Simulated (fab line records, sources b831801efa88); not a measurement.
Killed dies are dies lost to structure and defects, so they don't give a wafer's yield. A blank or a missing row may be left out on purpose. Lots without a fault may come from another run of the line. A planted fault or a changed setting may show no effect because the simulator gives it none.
One fault seen from 2 desks | flow sfq_line | each desk has only its own numbers; what lay behind them comes last

THE TOOL OWNER'S DESK: litho_track-03
The tool's own readings at SFQ_TRILAYER_M4_LITHO_PEB_096 (peb time 60 s): means of the sampled wafers that have a number, for each lot that ran on this tool. A lot is out of limits, marked OUT, if its mean lies more than 4 standard deviations from the usual mean; the brackets give that distance.
Columns: A = chill_plate_temp_C at SFQ_TRILAYER_M4_LITHO_PEB_096, usual 23.01 C
lot  | first seen here | A
L346 | day 49 05:36    | 22.90
L354 | day 53 01:50    | 23.00
L355 | day 53 09:07    | 22.95
L356 | day 53 16:59    | 22.95
L365 | day 57 15:47    | 23.05
This desk's finding: nothing out of limits on any of the 5 lots.

THE METROLOGY DESK
What the gauges read, lot by lot, whatever tool the lot ran on: means of the sampled wafers that have a number. A lot is out of limits, marked OUT, if its mean lies more than 4 standard deviations from the usual mean; the brackets give that distance.
Columns: A = M4_NB_RS at SFQ_M4_RS_MEAS_924, usual 0.895 ohm/sq; B = M4_OVL at SFQ_M4_OVL_MEAS_926, usual -6 nm
lot  | first seen here | A     | B
L345 | day 43 02:17    | 0.900 | -10
L346 | day 43 02:52    | 0.899 | -8
L354 | day 47 06:31    | 0.885 | -14
L355 | day 47 17:23    | 0.901 | -9
L356 | day 48 05:19    | 0.903 | -6
L365 | day 53 10:04    | 0.895 | 2
L366 | day 53 11:38    | 0.891 | -13
This desk's finding: nothing out of limits on any of the 7 lots.

PUT TOGETHER
The tool owner's desk saw nothing out of limits.
The metrology desk saw nothing out of limits.

WHAT THE SIMULATOR HAD PUT IN
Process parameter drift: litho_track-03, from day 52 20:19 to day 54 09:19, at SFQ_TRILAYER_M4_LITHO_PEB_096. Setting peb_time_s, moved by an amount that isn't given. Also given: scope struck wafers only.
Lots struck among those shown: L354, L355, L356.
